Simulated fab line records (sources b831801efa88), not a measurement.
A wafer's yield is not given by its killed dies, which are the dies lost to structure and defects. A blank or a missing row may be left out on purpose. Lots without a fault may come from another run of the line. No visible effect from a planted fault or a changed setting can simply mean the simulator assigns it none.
What tool caused it?    flow sky130    Sampling: 12 lots, 36 wafers, 5 of 708 route steps

== WHAT THE GAUGES SHOWED, per wafer ==
SKY_POLY_GATE_CD_MEAS_22.
lot   measured      on         cd nm (nm)
L684  day 17 12:25  cd sem-02  147.9 147.1 146.3
L685  day 18 03:34  cd sem-02  150.3 149.7 149.1
L690  day 19 13:07  cd sem-01  149.0 151.5 148.7
L691  day 20 03:55  cd sem-01  152.3 146.9 151.3
L695  day 21 12:50  cd sem-01  148.4 147.6 149.5
L696  day 21 20:34  cd sem-01  152.7 149.9 149.5
L697  day 22 06:58  cd sem-01  152.7 149.6 150.8
L699  day 22 22:14  cd sem-01  151.2 153.4 152.1
L701  day 23 12:08  cd sem-01  151.9 152.0 152.4
L703  day 24 11:21  cd sem-01  150.1 152.0 150.1
L704  day 24 23:01  cd sem-02  151.3 151.6 150.8
L705  day 25 09:03  cd sem-01  149.0 147.7 148.5

SKY_LDD_P_OVL_MEAS_08.
lot   measured      on          LDD_P_OVL (nm)
L684  day 20 03:20  overlay-02  2.5 0.7 2.3
L685  day 20 18:35  overlay-01  1.2 -0.4 0.9
L690  day 22 04:02  overlay-02  1.3 0.4 2.5
L691  day 22 19:07  overlay-02  -0.7 -0.1 -0.5
L695  day 24 02:40  overlay-01  1.6 1.2 1.8
L696  day 24 10:52  overlay-01  -1.5 -2.8 -2.6
L697  day 24 23:32  overlay-01  -3.1 -2.6 -1.5
L699  day 25 11:19  overlay-02  0.8 -1.3 1.0
L701  day 26 00:33  overlay-01  -1.3 -1.5 -1.6
L703  day 27 03:22  overlay-02  1.8 3.0 2.9
L704  day 27 10:43  overlay-02  0.2 0.3 -0.4
L705  day 27 20:28  overlay-01  -1.4 -0.7 -1.3

SKY_LDD_HVP_TW_MEAS_10.
lot   measured      on             LDD_HVP_TW
L684  day 22 17:41  film metro-01  458 459 460
L685  day 23 09:35  film metro-01  569 570 564
L690  day 24 17:53  film metro-01  565 568 570
L691  day 25 08:08  film metro-03  555 556 556
L695  day 26 13:38  film metro-01  457 457 457
L696  day 26 22:55  film metro-01  458 458 457
L697  day 27 10:58  film metro-04  455 450 453
L699  day 27 22:48  film metro-03  445 446 446
L701  day 28 11:43  film metro-01  457 457 456
L703  day 29 13:43  film metro-01  458 458 461
L704  day 29 19:49  film metro-04  456 453 453
L705  day 30 06:27  film metro-04  455 454 454

== WHAT TOOL EACH LOT RAN ON (gives the tool, then ch and the chambers of the sampled wafers, and finally the start) ==
lot   SKY_POLY_GATE_ETCH_17             SKY_LDD_HVP_IMPLANT_08
L684  rie si-02 ch 0,1,2, day 17 10:54  implanter-03 ch 0, day 22 17:26
L685  rie si-01 ch 1,2, day 18 00:13    implanter-02 ch 0, day 23 08:59
L690  rie si-01 ch 0,1,2, day 19 11:33  implanter-04 ch 0, day 24 17:21
L691  rie si-02 ch 0,1,2, day 20 02:24  implanter-04 ch 0, day 25 07:34
L695  rie si-02 ch 0,1,3, day 21 10:01  implanter-03 ch 0, day 26 13:23
L696  rie si-01 ch 0,2, day 21 19:00    implanter-02 ch 0, day 26 22:42
L697  rie si-02 ch 0,1,2, day 22 04:35  implanter-02 ch 0, day 27 10:45
L699  rie si-02 ch 0,2,3, day 22 20:41  implanter-03 ch 0, day 27 22:34
L701  rie si-02 ch 0,2, day 23 10:37    implanter-02 ch 0, day 28 11:28
L703  rie si-02 ch 0,1,2, day 24 09:45  implanter-03 ch 0, day 29 13:31
L704  rie si-01 ch 0,1, day 24 21:30    implanter-02 ch 0, day 29 19:34
L705  rie si-01 ch 0,1, day 25 06:58    implanter-04 ch 0, day 30 06:12
- SKY_POLY_GATE_ETCH_17: etches poly-Si in HBr/Cl2, stops on SiO2, target depth 180 nm, time 70.5 s.
- SKY_LDD_HVP_IMPLANT_08

== WHAT THE TOOLS THEMSELVES READ (means of the sampled wafers that have a number; where no wafer has one, the mark that the record gives instead) ==
SKY_POLY_GATE_ETCH_17.
lot   tool       HBr_flow_sccm (sccm)  drypump motor current A (A)  oes product au (a.u.)  throttle valve pct (%)
L684  rie si-02  150.3                 5.71                         0.986                  33.690
L685  rie si-01  149.6                 5.97                         0.988                  33.687
L690  rie si-01  149.9                 5.90                         0.982                  33.687
L691  rie si-02  150.4                 5.71                         0.981                  33.683
L695  rie si-02  150.5                 5.58                         0.995                  33.684
L696  rie si-01  150.1                 5.77                         0.994                  33.683
L697  rie si-02  150.1                 5.72                         0.981                  33.686
L699  rie si-02  150.4                 5.83                         0.991                  33.670
L701  rie si-02  150.0                 5.95                         0.985                  33.682
L703  rie si-02  149.6                 5.71                         0.986                  33.691
L704  rie si-01  150.1                 5.93                         0.983                  33.684
L705  rie si-01  150.3                 6.01                         0.992                  33.680

SKY_LDD_HVP_IMPLANT_08.
lot   tool          beam energy keV
L684  implanter-03  19.992
L685  implanter-02  20.004
L690  implanter-04  20.001
L691  implanter-04  20.000
L695  implanter-03  19.992
L696  implanter-02  20.002
L697  implanter-02  20.005
L699  implanter-03  19.998
L701  implanter-02  19.999
L703  implanter-03  19.999
L704  implanter-02  19.998
L705  implanter-04  19.996

== THE ANSWER, worked out from the rows above alone ==
Rule: the usual values come from the lots themselves. The widest of any qualifying gaps counts: lots, ordered by their means at a reading, are off when they make up no more than a third of the lots, leave a main group of 4 or more, and stand apart from it by 3 or more times the standard deviation of that group's means. Not used: any main group whose means are identical at the precision the tables above print for the reading. A lot without any number at a reading at which 4 lots or more have one is off too. All remaining lots with rows at the step are treated as sound. Order of review: gauges by route order, followed by the tools' own readings, for which a lot's mean as printed above is used. The first step at which some lot is off is used, and at that step the reading that is off furthest; a lot without a number counts as furthest.
Off: L685, L690, L691, at SKY_LDD_HVP_TW_MEAS_10 (LDD_HVP_TW). For the main group the mean is 455 and the standard deviation 3.9.
A tool fits if, at a process step before that reading, it ran every lot that is off, and no sound lot after the first of them. The gauges at SKY_LDD_HVP_TW_MEAS_10 are tried like those tools. Of those tried, none fits.

== WHAT THE SIMULATOR HAD PUT IN ==
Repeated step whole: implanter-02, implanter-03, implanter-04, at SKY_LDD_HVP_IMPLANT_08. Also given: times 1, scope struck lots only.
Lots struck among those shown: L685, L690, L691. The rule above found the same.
